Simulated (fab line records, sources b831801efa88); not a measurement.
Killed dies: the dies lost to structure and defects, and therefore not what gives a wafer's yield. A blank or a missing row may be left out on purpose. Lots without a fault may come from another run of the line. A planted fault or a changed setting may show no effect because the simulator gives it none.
fab line records -- flow sfq-line
record: lots: 7, wafers: 21, last-day: 83
route steps=325 shown INCOMING@1 L0@3 L0V@16
lots that met no fault: from a run of the same line without faults
start-h: start of the lot's first displayed wafer, in hours after the record's first day -- wait-h: how many hours have passed since the lot's step before this one -- " identical to the entry in the row above -- L1.1+2: one row covering several wafers at once -- - value missing, or start not given -- * or withheld: withheld -- < > ~ a bound
route shown NAME@n: NAME is a module with steps in the file, n the number in the route of the first one -- usual: mean/standard deviation taken from wafers without a fault -- same: alike in all rows -- chamber/n: place in a boat -- sites: per-site readings -- _std_site: how widely they spread, as a standard deviation -- _edge_site: mean of outer sites minus mean of inner sites -- radius-mm: how far each site lies from the wafer's centre -- mask NAME#n: copy n -- behind: the most recent tool/chamber to have shaped the wafer -- hold: what put the lot on hold/how long, in hours/how the hold closed -- device: the n, p or np transistor that did not switch -- end of line: the same wafers' tests at the end of the route -- for a step that has no rows: nothing shown but its recipe -- killed: at the first sort, the dies lost to defects and structure; wafer yield is something else -- map: dies across one wafer; x = killed, . = not, _ = none there
set.NAME: setting as actually run; set.NAME@STEP: the setting as run at that earlier step -- model.NAME: the simulator's own value behind a step, which no gauge read
a table for each step, a row for each wafer; lots at some steps of the route
services: a tool's chamber out of use, with start hour (start-h, from the record's first day; less than 0 if before it), hours out, and reason
== steps ==
step: SFQ_INCOMING_BOW_MEAS_900
recipe: mode: bow
usual: INCOMING_BOW: 0/6.6
lot.wafer,tool,chamber,start-h,wait-h,INCOMING_BOW[um]
L149.1,film-metro-02,-,20.00,-,-4
L149.2,film-metro-02,-,20.00,-,-3
L149.6,film-metro-02,-,20.00,-,2
L151.1,film-metro-03,-,30.00,-,-1
L151.3,film-metro-03,-,30.00,-,-6
L151.4,film-metro-03,-,30.00,-,-3
L158.1,film-metro-03,-,65.00,-,0
L158.4,film-metro-03,-,65.00,-,-6
L158.6,film-metro-03,-,65.00,-,0
L159.1,film-metro-03,-,70.00,-,7
L159.4,film-metro-03,-,70.00,-,-2
L159.6,film-metro-03,-,70.00,-,11
L160.2,film-metro-02,-,75.02,-,4
L160.5,film-metro-02,-,75.02,-,-4
L160.6,film-metro-02,-,75.02,-,6
L161.2,film-metro-04,-,80.02,-,-2
L161.3,film-metro-04,-,80.02,-,-2
L161.5,film-metro-04,-,80.02,-,-3
L170.2,film-metro-04,-,125.02,-,-14
L170.4,film-metro-04,-,125.02,-,-5
L170.6,film-metro-04,-,125.02,-,-2
step: SFQ_TRILAYER_INCOMING_OXIDATION_002
recipe: temp-c: 1000, ambient: H2O, target-thk-a: 5000, p-h2o-torr: 720, ox-time-s: 4939
step: SFQ_TRILAYER_L0_DEP_SPUTTER_003
recipe: material: MoNx_KI, base-pressure-pa: 1.33e-06, target-thk-nm: 40, power-w: 800, time-s: 100, chamber-pressure-pa: 0.4126
usual: throttle-valve-pct: 29.7/0.86
lot.wafer,tool,chamber,start-h,wait-h,throttle-valve-pct
L149.1,pvd-sputter-03,-,22.49,0.0,30.4
L149.2,pvd-sputter-03,-,22.49,0.0,28.8
L149.6,pvd-sputter-03,-,22.49,0.0,28.7
L151.1,pvd-sputter-03,-,32.49,0.0,29.9
L151.3,pvd-sputter-03,-,32.49,0.0,30.5
L151.4,pvd-sputter-03,-,32.49,0.0,30.3
L158.1,pvd-sputter-03,-,67.49,0.0,30.5
L158.4,pvd-sputter-03,-,67.49,0.0,29.6
L158.6,pvd-sputter-03,-,67.49,0.0,30.4
L159.1,pvd-sputter-06,-,72.49,0.0,29.0
L159.4,pvd-sputter-06,-,72.49,0.0,30.7
L159.6,pvd-sputter-06,-,72.49,0.0,30.5
L160.2,pvd-sputter-06,-,77.49,0.0,30.5
L160.5,pvd-sputter-06,-,77.49,0.0,30.3
L160.6,pvd-sputter-06,-,77.49,0.0,28.6
L161.2,pvd-sputter-03,-,82.49,0.0,29.7
L161.3,pvd-sputter-03,-,82.49,0.0,28.8
L161.5,pvd-sputter-03,-,82.49,0.0,28.6
L170.2,pvd-sputter-06,-,127.49,0.0,30.3
L170.4,pvd-sputter-06,-,127.49,0.0,28.8
L170.6,pvd-sputter-06,-,127.49,0.0,30.6
step: SFQ_L0_RS_MEAS_901
recipe: thk-meas-gauge: four-point-probe, reads: MoNx_KI_of_TRILAYER_L0_DEP_SPUTTER_003
usual: L0_MONX_KI_RS: 43.5/0.4
lot.wafer,tool,chamber,start-h,wait-h,L0_MONX_KI_RS[ohm/sq]
L149.1,film-metro-03,-,22.56,0.0,44.3
L149.2,film-metro-03,-,22.56,0.0,44.1
L149.6,film-metro-03,-,22.56,0.0,44.7
L151.1,film-metro-03,-,32.88,0.4,43.5
L151.3,film-metro-03,-,32.88,0.4,43.5
L151.4,film-metro-03,-,32.88,0.4,44.0
L158.1,film-metro-02,-,67.56,0.0,43.7
L158.4,film-metro-02,-,67.56,0.0,43.8
L158.6,film-metro-02,-,67.56,0.0,43.8
L159.1,film-metro-02,-,72.61,0.1,43.3
L159.4,film-metro-02,-,72.61,0.1,43.4
L159.6,film-metro-02,-,72.61,0.1,43.6
L160.2,film-metro-02,-,77.58,0.1,43.6
L160.5,film-metro-02,-,77.58,0.1,43.4
L160.6,film-metro-02,-,77.58,0.1,43.6
L161.2,film-metro-02,-,82.64,0.1,42.5
L161.3,film-metro-02,-,82.64,0.1,42.8
L161.5,film-metro-02,-,82.64,0.1,43.1
L170.2,film-metro-03,-,127.58,0.1,42.8
L170.4,film-metro-03,-,127.58,0.1,43.2
L170.6,film-metro-03,-,127.58,0.1,43.4
step: SFQ_L0_THK_MEAS_902
recipe: thk-meas-gauge: xrf, reads: MoNx_KI_of_TRILAYER_L0_DEP_SPUTTER_003
usual: L0_MONX_KI_THK: 39.7/0.38
lot.wafer,tool,chamber,start-h,wait-h,L0_MONX_KI_THK[nm]
L149.1,film-metro-03,-,22.68,0.1,39.2
L149.2,film-metro-03,-,22.68,0.1,39.1
L149.6,film-metro-03,-,22.68,0.1,38.7
L151.1,film-metro-03,-,33.00,0.1,39.6
L151.3,film-metro-03,-,33.00,0.1,39.9
L151.4,film-metro-03,-,33.00,0.1,39.2
L158.1,film-metro-02,-,67.68,0.1,39.6
L158.4,film-metro-02,-,67.68,0.1,39.3
L158.6,film-metro-02,-,67.68,0.1,39.4
L159.1,film-metro-02,-,72.73,0.1,39.8
L159.4,film-metro-02,-,72.73,0.1,39.6
L159.6,film-metro-02,-,72.73,0.1,39.5
L160.2,film-metro-02,-,77.69,0.1,39.4
L160.5,film-metro-02,-,77.69,0.1,39.8
L160.6,film-metro-02,-,77.69,0.1,39.7
L161.2,film-metro-02,-,82.75,0.1,40.5
L161.3,film-metro-02,-,82.75,0.1,40.3
L161.5,film-metro-02,-,82.75,0.1,40.0
L170.2,film-metro-03,-,127.69,0.1,40.2
L170.4,film-metro-03,-,127.69,0.1,39.7
L170.6,film-metro-03,-,127.69,0.1,39.7
step: SFQ_TRILAYER_L0_LITHO_COAT_010
recipe: resist: BARC, spin-rpm: 3000, resist-thk-nm: 62
step: SFQ_TRILAYER_L0_LITHO_COAT_005
recipe: resist: KrF, spin-rpm: 3000, resist-thk-nm: 600
step: SFQ_TRILAYER_L0_LITHO_SOFTBAKE_009
recipe: temp-c: withheld, time-s: withheld, resist: KrF
step: SFQ_TRILAYER_L0_LITHO_EXPOSE_006
recipe: mask-id: L0, na: 0.6, source-shape: conventional, sigma-outer: 0.65, target-cd-nm: 2000, dose-mj: 14.4
step: SFQ_TRILAYER_L0_LITHO_PEB_008
recipe: peb-temp-c: 115, peb-time-s: 60, resist: KrF
step: SFQ_TRILAYER_L0_LITHO_DEVELOP_007
recipe: time-s: 60, resist: KrF
step: SFQ_TRILAYER_L0_BARC_OPEN_METAL_ETCH_010
recipe: mask-material: PR, chemistry: O2, target-depth-nm: 125, target: BARC, icp-w: 600, bias-w: 80, pressure-mtorr: 10, time-s: 41.7
usual: bias-w: 80.03/0.24, chamber-pressure-mTorr: 9.999/0.0085, drypump-motor-current-A: 5.3/0.36, oes-product-au: 0.685/0.0046
lot.wafer,tool,chamber,start-h,wait-h,bias-w,chamber-pressure-mTorr,drypump-motor-current-A,oes-product-au,rf-hours-counter-h,model.KrF_of_TRILAYER_L0_LITHO_COAT_005.thk-nm
L149.1,rie-metal-04,0,46.82,0.1,79.68,9.989,5.0,0.685,83,522.2
L149.2,rie-metal-04,1,46.82,0.1,80.21,9.991,5.5,0.693,121,522.4
L149.6,rie-metal-04,0,46.82,0.1,80.19,9.998,5.0,0.693,-,520.4
L151.1,rie-metal-01,0,58.82,0.1,80.13,9.982,5.2,0.681,53,520
L151.3,rie-metal-01,0,58.82,0.1,80.56,10.007,5.2,0.691,-,522.4
L151.4,rie-metal-01,1,58.82,0.1,79.74,9.998,5.6,0.687,-,522
L158.1,rie-metal-01,0,96.89,0.1,-,-,-,-,-,574.8
L158.4,rie-metal-01,1,96.89,0.1,-,-,-,-,-,575.4
L158.6,rie-metal-01,0,96.89,0.1,-,-,-,-,-,575.5
L159.1,rie-metal-01,0,99.29,0.1,-,-,-,-,-,571.7
L159.4,rie-metal-01,0,99.29,0.1,-,-,-,-,-,572.9
L159.6,rie-metal-01,1,99.29,0.1,-,-,-,-,-,571.7
L160.2,rie-metal-01,1,105.29,0.1,-,-,-,-,-,574.5
L160.5,rie-metal-01,1,105.29,0.1,-,-,-,-,-,573.7
L160.6,rie-metal-01,0,105.29,0.1,-,-,-,-,-,575.6
L161.2,rie-metal-01,0,111.29,0.1,80.33,10.001,5.2,0.690,62,521.3
L161.3,rie-metal-01,1,111.29,0.1,79.88,9.991,5.7,0.689,-,519.6
L161.5,rie-metal-01,0,111.29,0.1,80.05,10.009,5.2,0.687,-,520.4
L170.2,rie-metal-03,1,154.04,0.1,80.09,9.992,5.7,0.690,18,521.4
L170.4,rie-metal-03,1,154.04,0.1,79.89,9.996,5.7,0.685,-,522.7
L170.6,rie-metal-03,0,154.04,0.1,80.11,9.988,4.8,0.687,-,522.7
step: SFQ_TRILAYER_L0_ETCH_METAL_ETCH_008
recipe: target: MoNx_KI, stop-on: SiO2, mask-material: PR, chemistry: SF6/O2, target-depth-nm: 50, icp-w: 600, bias-w: 80, pressure-mtorr: 10, time-s: 25
usual: bias-w: 80.02/0.25, chamber-pressure-mTorr: 10.000/0.0094, drypump-motor-current-A: 5.3/0.36, oes-product-au: 0.874/0.0061
lot.wafer,tool,chamber,start-h,wait-h,bias-w,chamber-pressure-mTorr,drypump-motor-current-A,oes-product-au,rf-hours-counter-h,model.KrF_of_TRILAYER_L0_LITHO_COAT_005.thk-nm
L149.1,rie-metal-04,0,46.88,0.0,79.83,10.002,5.0,0.864,83,479.6
L149.2,rie-metal-04,1,46.88,0.0,79.55,9.986,5.4,0.864,121,480.7
L149.6,rie-metal-04,0,46.88,0.0,79.86,9.990,5.0,0.861,-,478
L151.1,rie-metal-01,0,58.88,0.0,80.15,9.996,5.2,0.881,53,477.8
L151.3,rie-metal-01,0,58.88,0.0,80.42,10.005,5.2,0.870,-,480.1
L151.4,rie-metal-01,1,58.88,0.0,79.83,10.015,5.6,0.874,-,479.8
L158.1,rie-metal-01,0,96.95,0.0,80.15,9.993,5.2,0.374,59,532.6
L158.4,rie-metal-01,1,96.95,0.0,79.73,9.993,5.6,0.369,-,533.1
L158.6,rie-metal-01,0,96.95,0.0,79.68,9.994,5.2,0.374,-,533.1
L159.1,rie-metal-01,0,99.35,0.0,80.04,9.997,5.2,0.371,60,530.1
L159.4,rie-metal-01,0,99.35,0.0,79.60,9.981,5.2,0.374,-,531.3
L159.6,rie-metal-01,1,99.35,0.0,80.10,9.995,5.6,0.382,-,529.6
L160.2,rie-metal-01,1,105.35,0.0,79.94,10.001,5.6,0.371,33,532.6
L160.5,rie-metal-01,1,105.35,0.0,79.78,10.003,5.6,0.371,-,531.8
L160.6,rie-metal-01,0,105.35,0.0,80.03,9.993,5.2,0.380,-,533.6
L161.2,rie-metal-01,0,111.35,0.0,79.94,10.013,5.2,0.878,62,479.5
L161.3,rie-metal-01,1,111.35,0.0,79.82,9.994,5.6,0.883,-,477.8
L161.5,rie-metal-01,0,111.35,0.0,80.28,10.004,5.2,0.871,-,478
L170.2,rie-metal-03,1,154.10,0.0,79.95,9.998,5.8,0.879,18,479.3
L170.4,rie-metal-03,1,154.10,0.0,79.82,10.010,5.7,0.874,-,480.2
L170.6,rie-metal-03,0,154.10,0.0,80.23,9.997,4.8,0.870,-,480.2
step: SFQ_TRILAYER_L0_STRIP_STRIP_009
recipe: gas: O2, power-w: 200, platen-temp-c: 40, overash-fraction: 0.65, chemistry: O2, pressure-mtorr: 50
usual: chamber-pressure-mTorr: 50.00/0.045, drypump-motor-current-A: 5.3/0.35, oes-product-au: 1.006/0.0076
lot.wafer,tool,chamber,start-h,wait-h,chamber-pressure-mTorr,drypump-motor-current-A,oes-product-au,rf-hours-counter-h
L149.1,rie-metal-04,0,46.92,0.0,49.99,5.0,1.009,83
L149.2,rie-metal-04,1,46.92,0.0,49.97,5.5,1.001,122
L149.6,rie-metal-04,0,46.92,0.0,49.97,5.0,1.018,-
L151.1,rie-metal-01,0,58.92,0.0,50.07,5.2,0.998,53
L151.3,rie-metal-01,0,58.92,0.0,49.93,5.2,1.001,-
L151.4,rie-metal-01,1,58.92,0.0,50.01,5.6,0.999,-
L158.1,rie-metal-01,0,97.00,0.0,50.00,5.2,0.999,59
L158.4,rie-metal-01,1,97.00,0.0,49.87,5.6,1.010,-
L158.6,rie-metal-01,0,97.00,0.0,50.00,5.2,0.994,-
L159.1,rie-metal-01,0,99.40,0.0,50.02,5.2,1.004,60
L159.4,rie-metal-01,0,99.40,0.0,50.00,5.2,1.006,-
L159.6,rie-metal-01,1,99.40,0.0,50.05,5.6,1.001,-
L160.2,rie-metal-01,1,105.40,0.0,50.06,5.6,1.005,33
L160.5,rie-metal-01,1,105.40,0.0,49.99,5.6,1.001,-
L160.6,rie-metal-01,0,105.40,0.0,50.09,5.2,1.005,-
L161.2,rie-metal-01,0,111.40,0.0,49.96,5.2,0.998,62
L161.3,rie-metal-01,1,111.40,0.0,49.95,5.6,0.997,-
L161.5,rie-metal-01,0,111.40,0.0,50.02,5.2,0.996,-
L170.2,rie-metal-03,1,154.15,0.0,50.03,5.8,1.005,18
L170.4,rie-metal-03,1,154.15,0.0,50.04,5.7,1.013,-
L170.6,rie-metal-03,0,154.15,0.0,49.99,4.8,0.999,-
step: SFQ_TRILAYER_L0_STRIP_SOLV_CLEAN_010
recipe: chemistry: NMP, temp-c: 70, time-s: 600
step: SFQ_TRILAYER_L0_CAP_PECVD_011
recipe: material: SiO2, temp-c: 150, time-s: 13.333, pressure-torr: 2.4, rf-w: 183.3, precursor: SiH4/N2O, target-thk-nm: 60
usual: heater-power-w: 82/15, throttle-valve-pct: 24.5/1.7
lot.wafer,tool,chamber,start-h,wait-h,heater-power-w,throttle-valve-pct
L149.1,pecvd-03,2,47.72,0.0,83,25.6
L149.2,pecvd-03,1,47.72,0.0,81,24.3
L149.6,pecvd-03,0,47.72,0.0,76,24.5
L151.1,pecvd-03,0,59.70,0.0,73,24.5
L151.3,pecvd-03,2,59.70,0.0,85,25.6
L151.4,pecvd-03,0,59.70,0.0,72,24.5
L158.1,pecvd-04,2,97.77,0.0,66,23.0
L158.4,pecvd-04,2,97.77,0.0,69,22.7
L158.6,pecvd-04,0,97.77,0.0,72,23.5
L159.1,pecvd-03,1,100.17,0.0,70,23.9
L159.4,pecvd-03,2,100.17,0.0,81,25.7
L159.6,pecvd-03,0,100.17,0.0,61,24.4
L160.2,pecvd-04,1,106.17,0.0,120,23.4
L160.5,pecvd-04,1,106.17,0.0,120,23.2
L160.6,pecvd-04,2,106.17,0.0,61,22.9
L161.2,pecvd-04,1,112.17,0.0,111,23.5
L161.3,pecvd-04,0,112.17,0.0,84,23.5
L161.5,pecvd-04,1,112.17,0.0,109,23.3
L170.2,pecvd-02,0,154.92,0.0,96,27.6
L170.4,pecvd-02,0,154.92,0.0,95,27.9
L170.6,pecvd-02,1,154.92,0.0,81,27.0
step: SFQ_TRILAYER_L0_VIA_LITHO_COAT_018
recipe: resist: BARC, spin-rpm: 3000, resist-thk-nm: 62
step: SFQ_TRILAYER_L0_VIA_LITHO_COAT_013
recipe: resist: KrF, spin-rpm: 3063, resist-thk-nm: 650
step: SFQ_TRILAYER_L0_VIA_LITHO_SOFTBAKE_017
recipe: temp-c: withheld, time-s: withheld, resist: KrF
step: SFQ_TRILAYER_L0_VIA_LITHO_EXPOSE_014
recipe: mask-id: L0V, na: 0.6, source-shape: conventional, sigma-outer: 0.65, target-cd-nm: 700, dose-mj: 21.3
usual: exposure-dose-mJ-cm2: 21.304/0.019, focus-offset-nm: 0.0/0.49, stage-vel-mm-s: 500.02/0.26
lot.wafer,tool,chamber,start-h,wait-h,mask,exposure-dose-mJ-cm2,focus-offset-nm,stage-vel-mm-s
L149.1,krf-scanner-02,0,112.38,-,L0V#0,21.333,0.2,500.11
L149.2,krf-scanner-02,0,112.38,-,L0V#0,21.273,-0.6,500.17
L149.6,krf-scanner-02,0,112.38,-,L0V#0,21.289,0.0,499.78
L151.1,krf-scanner-02,0,124.38,-,L0V#0,21.312,-0.3,499.86
L151.3,krf-scanner-02,0,124.38,-,L0V#0,21.328,0.5,499.86
L151.4,krf-scanner-02,0,124.38,-,L0V#0,21.319,0.5,499.66
L158.1,krf-scanner-02,-,173.41,-,L0V#0,-,-,-
L158.4,krf-scanner-02,-,173.41,-,L0V#0,-,-,-
L158.6,krf-scanner-02,-,173.41,-,L0V#0,-,-,-
L159.1,krf-scanner-02,-,178.21,-,L0V#0,-,-,-
L159.4,krf-scanner-02,-,178.21,-,L0V#0,-,-,-
L159.6,krf-scanner-02,-,178.21,-,L0V#0,-,-,-
L160.2,krf-scanner-02,-,183.21,-,L0V#0,-,-,-
L160.5,krf-scanner-02,-,183.21,-,L0V#0,-,-,-
L160.6,krf-scanner-02,-,183.21,-,L0V#0,-,-,-
L161.2,krf-scanner-02,0,190.41,-,L0V#0,21.324,-0.6,500.53
L161.3,krf-scanner-02,0,190.41,-,L0V#0,21.301,0.0,500.30
L161.5,krf-scanner-02,0,190.41,-,L0V#0,21.293,-0.7,500.09
L170.2,krf-scanner-02,0,-,-,L0V#0,21.290,0.3,499.37
L170.4,krf-scanner-02,0,-,-,L0V#0,21.309,-0.8,499.58
L170.6,krf-scanner-02,0,-,-,L0V#0,21.285,-0.3,499.92
step: SFQ_TRILAYER_L0_VIA_LITHO_PEB_016
recipe: peb-temp-c: 115, peb-time-s: 60, resist: KrF
== services ==
tool,chamber,start-h,hours,kind
krf-scanner-02,-,28.04,4.4,pm
pecvd-04,-,35.16,2.8,pm
krf-scanner-02,-,48.01,1.0,pm
pecvd-04,-,52.76,0.8,repair
krf-scanner-02,-,54.97,0.6,repair
krf-scanner-02,-,60.36,4.0,pm
krf-scanner-02,-,67.20,0.8,repair
pvd-sputter-06,-,93.25,4.6,repair
pvd-sputter-03,-,94.26,5.1,repair
pecvd-03,-,110.13,3.1,repair
pecvd-02,-,119.31,1.1,repair
krf-scanner-02,-,132.78,1.3,pm
krf-scanner-02,-,136.27,3.3,repair
krf-scanner-02,-,141.92,0.7,repair
pecvd-02,-,146.08,2.3,repair
krf-scanner-02,-,147.46,0.8,pm
pecvd-04,-,160.91,0.5,repair
rie-metal-01,-,183.82,4.3,pm
rie-metal-03,1,185.83,1.6,repair
pecvd-02,-,194.25,14.0,pm
pecvd-02,-,208.25,2.8,pm
pecvd-04,-,211.27,6.0,pm
pecvd-02,-,212.16,1.2,repair
krf-scanner-02,-,216.61,1.0,pm
== key ==
first-sign: step: SFQ_TRILAYER_L0_BARC_OPEN_METAL_ETCH_010, reading: tool-record, direction: missing
effect: step: SFQ_TRILAYER_L0_ETCH_METAL_ETCH_008, reading: oes-product-au, direction: down, sigmas: 82, usual: 0.874, struck: 0.374
effect: step: SFQ_TRILAYER_L0_VIA_LITHO_EXPOSE_014, reading: tool-record, direction: missing
model-effect: step: SFQ_TRILAYER_L0_BARC_OPEN_METAL_ETCH_010, value: KrF_of_TRILAYER_L0_LITHO_COAT_005.thk-nm, without: 521.9, struck: 574
model-effect: step: SFQ_TRILAYER_L0_ETCH_METAL_ETCH_008, value: KrF_of_TRILAYER_L0_LITHO_COAT_005.thk-nm, without: 479.9, struck: 532
met-at SFQ_TRILAYER_L0_BARC_OPEN_METAL_ETCH_010
struck-wafers L158.1,L158.4,L158.6,L159.1,L159.4,L159.6,L160.2,L160.5,L160.6
onset-between 58.82 96.89
fault: kind: skipped-step-whole, tool: rie-metal-01, chamber: -, onset-h: 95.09, steps: SFQ_TRILAYER_L0_BARC_OPEN_METAL_ETCH_010, scope: struck-lots-only
